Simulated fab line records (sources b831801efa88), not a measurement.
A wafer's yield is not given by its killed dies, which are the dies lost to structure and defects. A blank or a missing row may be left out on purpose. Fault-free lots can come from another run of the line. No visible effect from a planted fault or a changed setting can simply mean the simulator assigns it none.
Which of the tools did it? :: flow sky130 :: Sampling: 11 lots, 33 wafers, 3 of 708 route steps

WHAT THE GAUGES SHOWED, per wafer
SKY_PASSIVATION_THK_MEAS_01. Usual: PASSIVATION_CVD_00_THK typically reads 90.0 nm, with standard deviation 1.2.
lot: L611
measured: day 43 20:47
on: film_metro-03
PASSIVATION_CVD_00_THK (nm): 90.5 90.1 89.4
flag: 

lot: L612
measured: day 44 04:06
on: film_metro-03
PASSIVATION_CVD_00_THK (nm): 88.6 89.7 89.5
flag: 

lot: L616
measured: day 45 08:18
on: film_metro-03
PASSIVATION_CVD_00_THK (nm): 89.5 90.2 91.3
flag: 

lot: L617
measured: day 45 19:42
on: film_metro-01
PASSIVATION_CVD_00_THK (nm): 89.9 91.4 92.3
flag: 

lot: L619
measured: day 47 00:17
on: film_metro-02
PASSIVATION_CVD_00_THK (nm): 90.7 89.1 91.5
flag: 

lot: L622
measured: day 47 06:30
on: film_metro-03
PASSIVATION_CVD_00_THK (nm): 89.1 89.3 90.9
flag: 

lot: L625
measured: day 47 18:07
on: film_metro-01
PASSIVATION_CVD_00_THK (nm): 88.4 90.7 90.7
flag: 

lot: L626
measured: day 47 23:07
on: film_metro-02
PASSIVATION_CVD_00_THK (nm): 88.3 89.7 90.1
flag: 

lot: L628
measured: day 48 15:28
on: film_metro-01
PASSIVATION_CVD_00_THK (nm): 87.6 88.6 90.3
flag: 

lot: L629
measured: day 48 16:22
on: film_metro-03
PASSIVATION_CVD_00_THK (nm): 89.1 90.8 90.8
flag: 

lot: L633
measured: day 49 12:09
on: film_metro-03
PASSIVATION_CVD_00_THK (nm): 87.8 89.2 90.5
flag: 

WHICH TOOL RAN EACH LOT (tool, then ch and the chambers of the sampled wafers, then the start)
lot: L611
SKY_METAL5_DESCUM_14: rie_metal-03 ch 0,1, day 43 19:55
SKY_PASSIVATION_CVD_00: pecvd-01 ch 0,1,2, day 43 20:46

lot: L612
SKY_METAL5_DESCUM_14: rie_metal-04 ch 0,1, day 44 03:07
SKY_PASSIVATION_CVD_00: pecvd-01 ch 1,2, day 44 04:04

lot: L616
SKY_METAL5_DESCUM_14: rie_metal-01 ch 0,1, day 45 07:25
SKY_PASSIVATION_CVD_00: pecvd-03 ch 1,2, day 45 08:17

lot: L617
SKY_METAL5_DESCUM_14: rie_metal-04 ch 0,1, day 45 18:49
SKY_PASSIVATION_CVD_00: pecvd-02 ch 0,1,2, day 45 19:41

lot: L619
SKY_METAL5_DESCUM_14: rie_metal-01 ch 0, day 46 23:25
SKY_PASSIVATION_CVD_00: pecvd-03 ch 1,2, day 47 00:16

lot: L622
SKY_METAL5_DESCUM_14: rie_metal-01 ch 0,1, day 47 05:37
SKY_PASSIVATION_CVD_00: pecvd-02 ch 0,2, day 47 06:28

lot: L625
SKY_METAL5_DESCUM_14: rie_metal-03 ch 0,1, day 47 17:13
SKY_PASSIVATION_CVD_00: pecvd-03 ch 0,1,2, day 47 18:05

lot: L626
SKY_METAL5_DESCUM_14: rie_metal-01 ch 0,1, day 47 22:10
SKY_PASSIVATION_CVD_00: pecvd-03 ch 0,1, day 47 23:06

lot: L628
SKY_METAL5_DESCUM_14: rie_metal-04 ch 0,1, day 48 14:34
SKY_PASSIVATION_CVD_00: pecvd-01 ch 0,1, day 48 15:26

lot: L629
SKY_METAL5_DESCUM_14: rie_metal-01 ch 0,1, day 48 15:28
SKY_PASSIVATION_CVD_00: pecvd-02 ch 0,1,2, day 48 16:20

lot: L633
SKY_METAL5_DESCUM_14: rie_metal-01 ch 0, day 49 11:16
SKY_PASSIVATION_CVD_00: pecvd-01 ch 0,2, day 49 12:07
- SKY_METAL5_DESCUM_14: chemistry O2, time 11 s.
- SKY_PASSIVATION_CVD_00: deposits SiO2, target thk 90 nm.

WHAT THE TOOLS THEMSELVES READ (means of the sampled wafers that have a number; where no wafer has one, the mark that the record gives instead)
SKY_METAL5_DESCUM_14. Usual: drypump_motor_current_A 5.5 A, standard deviation 0.37; oes_product_au 1.004 a.u., standard deviation 0.011.
lot: L611
tool: rie_metal-03
drypump_motor_current_A (A): 5.5
oes_product_au (a.u.): 1.014
flag: 

lot: L612
tool: rie_metal-04
drypump_motor_current_A (A): 5.6
oes_product_au (a.u.): 1.005
flag: 

lot: L616
tool: rie_metal-01
drypump_motor_current_A (A): 5.7
oes_product_au (a.u.): 0.993
flag: 

lot: L617
tool: rie_metal-04
drypump_motor_current_A (A): 5.4
oes_product_au (a.u.): 0.992
flag: 

lot: L619
tool: rie_metal-01
drypump_motor_current_A (A): 5.1
oes_product_au (a.u.): 1.006
flag: 

lot: L622
tool: rie_metal-01
drypump_motor_current_A (A): 5.7
oes_product_au (a.u.): 1.008
flag: 

lot: L625
tool: rie_metal-03
drypump_motor_current_A (A): 5.5
oes_product_au (a.u.): 1.013
flag: 

lot: L626
tool: rie_metal-01
drypump_motor_current_A (A): 5.4
oes_product_au (a.u.): 1.008
flag: 

lot: L628
tool: rie_metal-04
drypump_motor_current_A (A): 5.4
oes_product_au (a.u.): 0.993
flag: 

lot: L629
tool: rie_metal-01
drypump_motor_current_A (A): 5.4
oes_product_au (a.u.): 1.008
flag: 

lot: L633
tool: rie_metal-01
drypump_motor_current_A (A): 5.1
oes_product_au (a.u.): 0.999
flag: 

SKY_PASSIVATION_CVD_00. Usual: heater_power_w at 641 W, with a standard deviation of 78.
lot: L611
tool: pecvd-01
heater_power_w (W): 669
flag: 

lot: L612
tool: pecvd-01
heater_power_w (W): 655
flag: 

lot: L616
tool: pecvd-03
heater_power_w (W): 688
flag: 

lot: L617
tool: pecvd-02
heater_power_w (W): 593
flag: 

lot: L619
tool: pecvd-03
heater_power_w (W): 636
flag: 

lot: L622
tool: pecvd-02
heater_power_w (W): 551
flag: 

lot: L625
tool: pecvd-03
heater_power_w (W): 637
flag: 

lot: L626
tool: pecvd-03
heater_power_w (W): 692
flag: 

lot: L628
tool: pecvd-01
heater_power_w (W): 639
flag: 

lot: L629
tool: pecvd-02
heater_power_w (W): 591
flag: 

lot: L633
tool: pecvd-01
heater_power_w (W): 695
flag: 

THE ANSWER, worked out from the rows above alone
Rule: lot off if the mean of its wafers having a number is beyond 3 standard deviations from the usual mean. Also off: a lot with no number at a reading for which 4 or more lots have one. Where the step has rows for the other lots, those lots are counted as sound. Order of review: gauges by route order, followed by the tools' own readings, for which a lot's mean as printed above is used. At the first step where some lot is off, the reading lying furthest off is the one used; lots without a number count as furthest.
Nothing can be told from this: no lot is off at any reading shown.

WHAT HAD BEEN PUT IN BY THE SIMULATOR
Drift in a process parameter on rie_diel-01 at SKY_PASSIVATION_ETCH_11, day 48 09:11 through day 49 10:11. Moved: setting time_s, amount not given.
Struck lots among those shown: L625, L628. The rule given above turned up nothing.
